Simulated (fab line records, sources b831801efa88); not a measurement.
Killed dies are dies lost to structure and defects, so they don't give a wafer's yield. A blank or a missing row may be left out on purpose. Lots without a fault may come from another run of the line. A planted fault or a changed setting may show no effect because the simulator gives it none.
Which tool did it? | flow gf180mcu | 14 lots, 39 wafers sampled, at 7 steps of a route of 602

WHAT THE GAUGES READ, wafer by wafer
GF_MVPSD_OVL_MEAS_07. Usual: MVPSD_OVL -0.2 nm, standard deviation 1.5.
lot  | measured     | on         | MVPSD_OVL (nm) | flag
L482 | day 5 00:01  | overlay-01 | -1.7 0.3       |
L483 | day 5 06:43  | overlay-02 | -0.2 0.6 0.1   |
L485 | day 5 18:34  | overlay-01 | 0.0 -0.6 1.6   |
L486 | day 6 03:11  | overlay-01 | -3.2 0.0 -2.4  |
L487 | day 6 06:35  | overlay-02 | -0.7 1.7 1.5   |
L493 | day 7 19:17  | overlay-02 | 1.6 -2.3 -1.5  |
L495 | day 8 05:31  | overlay-01 | - - -          | OFF
L496 | day 8 12:22  | overlay-02 | - - -          | OFF
L498 | day 8 23:49  | overlay-02 | -1.1 0.0 0.3   |
L499 | day 9 05:53  | overlay-01 | -3.1 -1.9 -0.4 |
L500 | day 9 14:11  | overlay-02 | 2.0 -0.1 2.9   |
L501 | day 9 18:23  | overlay-02 | -0.5 -3.4 -0.5 |
L502 | day 9 22:52  | overlay-02 | -0.1 -1.5      |
L504 | day 10 11:23 | overlay-01 | 0.5 -1.0       |

GF_VT_IMPLANT_OVL_MEAS_07. Usual: VT_IMPLANT_OVL -0.3 nm, standard deviation 1.7.
lot  | measured     | on         | VT_IMPLANT_OVL (nm) | flag
L482 | day 5 14:23  | overlay-02 | -0.6 -2.0           |
L483 | day 5 21:37  | overlay-01 | -3.4 -0.8 -0.5      |
L485 | day 6 09:25  | overlay-01 | 1.3 1.8 1.9         |
L486 | day 6 18:23  | overlay-01 | -0.7 -2.2 -0.5      |
L487 | day 6 22:26  | overlay-02 | -1.4 -0.3 -1.2      |
L493 | day 8 11:41  | overlay-01 | -1.4 -3.5 -1.8      |
L495 | day 8 22:01  | overlay-02 | 0.1 -2.0 0.0        |
L496 | day 9 05:10  | overlay-01 | 1.2 -0.2 0.1        |
L498 | day 9 16:52  | overlay-01 | -0.5 -0.4 1.7       |
L499 | day 9 22:49  | overlay-01 | -1.1 -1.9 -1.4      |
L500 | day 10 08:16 | overlay-01 | -0.1 -0.2 -0.4      |
L501 | day 10 12:07 | overlay-01 | -0.2 -1.0 -0.3      |
L502 | day 10 18:01 | overlay-02 | 2.6 5.7             |
L504 | day 11 05:59 | overlay-02 | -1.8 -0.6           |

GF_VT_IMPLANT_TW_MEAS_10. Usual: VT_IMPLANT_TW 556, standard deviation 3.2.
lot  | measured     | on            | VT_IMPLANT_TW | flag
L482 | day 5 14:40  | film_metro-04 | 557 554       |
L483 | day 5 21:55  | film_metro-04 | 554 555 554   |
L485 | day 6 09:43  | film_metro-01 | 560 559 555   |
L486 | day 6 18:40  | film_metro-03 | 553 552 552   |
L487 | day 6 22:43  | film_metro-03 | 554 553 555   |
L493 | day 8 11:58  | film_metro-03 | 553 555 549   |
L495 | day 8 22:19  | film_metro-04 | 692 693 696   | OFF
L496 | day 9 05:27  | film_metro-04 | 690 686 690   | OFF
L498 | day 9 17:10  | film_metro-03 | 554 555 553   |
L499 | day 9 23:17  | film_metro-03 | 558 549 554   |
L500 | day 10 08:34 | film_metro-01 | 557 562 559   |
L501 | day 10 12:24 | film_metro-03 | 553 551 552   |
L502 | day 10 18:18 | film_metro-01 | 558 559       |
L504 | day 11 06:17 | film_metro-03 | 555 557       |

GF_VT_IMPLANT_TW_MEAS_21. Usual: VT_IMPLANT_2_TW 1206, standard deviation 6.7.
lot  | measured     | on            | VT_IMPLANT_2_TW | flag
L482 | day 6 05:42  | film_metro-03 | 1203 1197       |
L483 | day 6 12:37  | film_metro-04 | 1202 1204 1202  |
L485 | day 7 01:13  | film_metro-03 | 1211 1210 1206  |
L486 | day 7 10:58  | film_metro-01 | 1212 1219 1210  |
L487 | day 7 14:37  | film_metro-04 | 1215 1214 1213  |
L493 | day 9 04:49  | film_metro-01 | 1201 1208 1201  |
L495 | day 9 16:01  | film_metro-03 | 1230 1237 1228  | OFF
L496 | day 9 22:48  | film_metro-03 | 1231 1230 1231  | OFF
L498 | day 10 11:19 | film_metro-01 | 1208 1207 1203  |
L499 | day 10 17:55 | film_metro-01 | 1204 1208 1211  |
L500 | day 11 03:01 | film_metro-03 | 1209 1206 1201  |
L501 | day 11 06:45 | film_metro-01 | 1211 1209 1210  |
L502 | day 11 12:55 | film_metro-01 | 1210 1205       |
L504 | day 12 00:26 | film_metro-01 | 1208 1208       |

GF_POLY_GATE_THK_MEAS_17. Usual: POLY_GATE_OXIDATION_THK 3.97 nm, standard deviation 0.071.
lot  | measured     | on            | POLY_GATE_OXIDATION_THK (nm) | flag
L482 | day 9 09:23  | film_metro-03 | 4.07 4.06                    |
L483 | day 9 14:58  | film_metro-02 | 3.92 3.86 3.94               |
L485 | day 10 02:32 | film_metro-02 | 4.10 4.00 3.98               |
L486 | day 10 13:07 | film_metro-02 | 3.95 3.96 3.93               |
L487 | day 10 18:52 | film_metro-02 | 3.88 3.88 3.89               |
L493 | day 12 15:46 | film_metro-04 | 3.98 4.00 4.04               |
L495 | day 13 03:51 | film_metro-04 | 3.90 3.98 3.94               |
L496 | day 13 11:31 | film_metro-02 | 4.02 4.02 3.86               |
L498 | day 13 22:38 | film_metro-02 | 3.90 3.91 3.95               |
L499 | day 14 08:40 | film_metro-04 | 4.05 3.98 3.93               |
L500 | day 14 16:53 | film_metro-04 | 3.91 3.86 3.90               |
L501 | day 14 22:34 | film_metro-03 | 3.96 3.86 3.88               |
L502 | day 15 07:04 | film_metro-02 | 4.00 4.01                    |
L504 | day 15 21:46 | film_metro-03 | 4.04 3.94                    |

GF_HV_LDD_CD_MEAS_31: target cd 400 nm. Usual: cd_nm 399.9 nm, standard deviation 2.8.
lot  | measured     | on        | cd_nm (nm)        | flag
L482 | day 11 15:47 | cd_sem-02 | 400.2 397.1       |
L483 | day 11 22:05 | cd_sem-02 | 404.0 404.5 403.1 |
L485 | day 12 10:38 | cd_sem-02 | 397.9 397.5 399.6 |
L486 | day 12 21:22 | cd_sem-01 | 397.9 399.1 399.6 |
L487 | day 13 03:31 | cd_sem-01 | 401.0 398.1 400.2 |
L493 | day 15 05:26 | cd_sem-02 | 398.1 399.2 398.6 |
L495 | day 15 19:35 | cd_sem-01 | 398.5 397.6 397.6 |
L496 | day 16 03:04 | cd_sem-01 | 394.9 396.2 397.2 |
L498 | day 16 13:22 | cd_sem-01 | 397.0 400.2 399.1 |
L499 | day 17 01:22 | cd_sem-02 | 400.2 399.0 399.5 |
L500 | day 17 10:37 | cd_sem-02 | 398.8 401.8 399.7 |
L501 | day 17 16:58 | cd_sem-01 | 402.5 401.0 402.7 |
L502 | day 18 01:09 | cd_sem-01 | 400.7 396.2       |
L504 | day 18 18:22 | cd_sem-01 | 394.9 395.3       |

WHICH TOOL RAN EACH LOT (tool, then ch and the chambers of the sampled wafers, then the start)
lot  | GF_MVPSD_COAT_02
L482 | litho_track-03 ch 0, day 4 17:17
L483 | litho_track-02 ch 0, day 4 23:20
L485 | litho_track-02 ch 0, day 5 10:50
L486 | litho_track-03 ch 0, day 5 19:26
L487 | litho_track-03 ch 0, day 5 23:11
L493 | litho_track-04 ch 0, day 7 10:52
L495 | litho_track-03, day 7 21:45
L496 | litho_track-02, day 8 03:49
L498 | litho_track-03 ch 0, day 8 14:54
L499 | litho_track-02 ch 0, day 8 21:10
L500 | litho_track-03 ch 0, day 9 04:51
L501 | litho_track-04 ch 0, day 9 09:25
L502 | litho_track-02 ch 0, day 9 14:22
L504 | litho_track-02 ch 0, day 10 01:38
- GF_MVPSD_COAT_02: resist thk 3000 nm.

WHAT THE TOOLS THEMSELVES READ (means of the sampled wafers that have a number; where no wafer has one, the mark that the record gives instead)
GF_MVPSD_COAT_02. Usual: chill_plate_temp_C 22.96 C, standard deviation 0.12; dispense_pressure_kPa 47 kPa, standard deviation 3.3.
lot  | tool           | chill_plate_temp_C (C) | dispense_pressure_kPa (kPa) | flag
L482 | litho_track-03 | 22.88                  | 51                          |
L483 | litho_track-02 | 23.05                  | 44                          |
L485 | litho_track-02 | 22.83                  | 44                          |
L486 | litho_track-03 | 23.01                  | 51                          |
L487 | litho_track-03 | 22.92                  | 51                          |
L493 | litho_track-04 | 22.94                  | 52                          |
L495 | litho_track-03 | -                      | -                           | OFF
L496 | litho_track-02 | -                      | -                           | OFF
L498 | litho_track-03 | 22.83                  | 51                          |
L499 | litho_track-02 | 22.89                  | 44                          |
L500 | litho_track-03 | 23.00                  | 51                          |
L501 | litho_track-04 | 23.02                  | 52                          |
L502 | litho_track-02 | 22.84                  | 44                          |
L504 | litho_track-02 | 23.04                  | 44                          |

THE ANSWER, worked out from the rows above alone
Rule: a lot is off if the mean of its wafers that have a number lies more than 3 standard deviations from the usual mean. A lot without any number at a reading at which 4 lots or more have one is off too. The other lots that the step has rows for count as sound. The gauges are gone through in route order, then the tools' own readings, and for those a lot's mean is taken as printed above. The first step at which some lot is off is used, and at that step the reading that is off furthest; a lot without a number counts as furthest.
Off: L495, L496, at GF_MVPSD_OVL_MEAS_07 (MVPSD_OVL). Without a number there: L495, L496.
A tool fits if, at a process step before that reading, it ran every lot that is off, and no sound lot after the first of them. The gauges at GF_MVPSD_OVL_MEAS_07 aren't tried: what is off there is off at GF_VT_IMPLANT_TW_MEAS_10 too, on other tools, and a gauge's error can't cause that. None of those tried fits.

WHAT THE SIMULATOR HAD PUT IN
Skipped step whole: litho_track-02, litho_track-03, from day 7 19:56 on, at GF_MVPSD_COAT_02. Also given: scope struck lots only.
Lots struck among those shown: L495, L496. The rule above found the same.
